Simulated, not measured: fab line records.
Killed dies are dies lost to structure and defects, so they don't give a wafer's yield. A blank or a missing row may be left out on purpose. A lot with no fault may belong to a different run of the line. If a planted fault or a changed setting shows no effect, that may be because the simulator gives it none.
A struck lot beside a sound one + flow sky130 + 14 out of 708 route steps
Sound: these wafers, L480.3, L480.4, L480.6. The struck wafers were L472.2, L472.3, L472.5. Last of all comes the cause.
Per side, at each step with rows, come the tool, then ch with its chambers, and then its first start. Under that, the readings that differ: sound wafers + struck wafers + difference of the means + sigmas: that difference in standard deviations of wafers without a fault.
alike: readings with means less than 2 such deviations apart, plus words and numbers identical on both sides. not compared: withheld readings, readings lacking a value on some wafer, bounds such as >300 that could conceal the same value, and numbers that have no deviation in the record and whose values overlap.
A row with sigmas, a row that says differs or no value, or rows on one side alone: a step with any of these is where the two part. When numbers do not overlap yet have no deviation, they are printed without sigmas and do not part them. A reading missing from all wafers of one side parts the sides only when that side holds two or more wafers.

first, 4 steps without rows for these wafers: SKY_LOCAL_INTERCONNECT_SOFTBAKE_07 (time 90 s); SKY_LOCAL_INTERCONNECT_EXPOSE_08 (exposes mask LI1M, target cd 170 nm); SKY_LOCAL_INTERCONNECT_PEB_09; SKY_LOCAL_INTERCONNECT_DEVELOP_10 (develop time 60 s).
SKY_LOCAL_INTERCONNECT_CD_MEAS_11 targets a cd of 170 nm.
  sound on cdSem-02, day 35 16:52; struck on cdSem-02, day 33 10:21
  alike: cdNm
SKY_LOCAL_INTERCONNECT_OVL_MEAS_12:
  sound on overlay-02, day 35 16:58; struck on overlay-02, day 33 10:28
| reading                     | sound | struck   | difference | sigmas |
|-----------------------------|-------|----------|------------|--------|
| LOCAL_INTERCONNECT_OVL (nm) | 9 1 8 | -3 -8 -9 | -13        | -2     |
SKY_LOCAL_INTERCONNECT_ETCH_13: etches BARC in N2/H2, stops on SiO2, time 45.9 s, target depth 60 nm.
  sound on rieMetal-04 ch 0,1, day 35 17:00; struck on rieMetal-03 ch 0, day 33 10:29
  alike: drypumpMotorCurrentA, oesProductAu, throttleValvePct
  not compared: rfHoursCounterH
SKY_LOCAL_INTERCONNECT_METAL_ETCH_14: etches TiN in Cl2/BCl3, stops on PSG, target depth 110 nm, time 31.4 s.
  sound on rieMetal-04 ch 0,1, day 35 17:04; struck on rieMetal-03 ch 0, day 33 10:33
  alike: drypumpMotorCurrentA, oesProductAu, throttleValvePct
  not compared: rfHoursCounterH
SKY_LOCAL_INTERCONNECT_STRIP_15: strips in O2/N2.
  sound on plasmaAsher-02 ch 0,1, day 35 17:08; struck on plasmaAsher-02 ch 1, day 33 10:36
  alike: drypumpMotorCurrentA, oesProductAu, stripTimeToEndpointS
  not compared: rfHoursCounterH
then, 3 steps without rows for these wafers: SKY_LOCAL_INTERCONNECT_STRIP_16 (strips in post etch residue remover, time 1200 s); SKY_LOCAL_INTERCONNECT_CLEAN_17 (cleans in IPA, time 180 s); SKY_LOCAL_INTERCONNECT_CLEAN_18 (cleans in O3/DIW).
SKY_CONTACT_CVD_00: deposits Si3N4, target thk 75 nm.
  sound on pecvd-03 ch 1,2, day 35 17:42; struck on pecvd-03 ch 1,2, day 33 11:12
  no value came back on the struck wafers for heaterPowerOuterW (W), heaterPowerW (W); on the sound wafers heaterPowerOuterW (W) reads 370 370 360
SKY_PAD_OPEN_PROBE_99:
  rows exist in the record for the sound wafers here (prober-01, day 49 16:32), none for the struck ones

== WHERE THEY PART ==
Last at SKY_PAD_OPEN_PROBE_99 as far as this record goes, first at SKY_LOCAL_INTERCONNECT_OVL_MEAS_12.

WHY: what had been put in by the simulator
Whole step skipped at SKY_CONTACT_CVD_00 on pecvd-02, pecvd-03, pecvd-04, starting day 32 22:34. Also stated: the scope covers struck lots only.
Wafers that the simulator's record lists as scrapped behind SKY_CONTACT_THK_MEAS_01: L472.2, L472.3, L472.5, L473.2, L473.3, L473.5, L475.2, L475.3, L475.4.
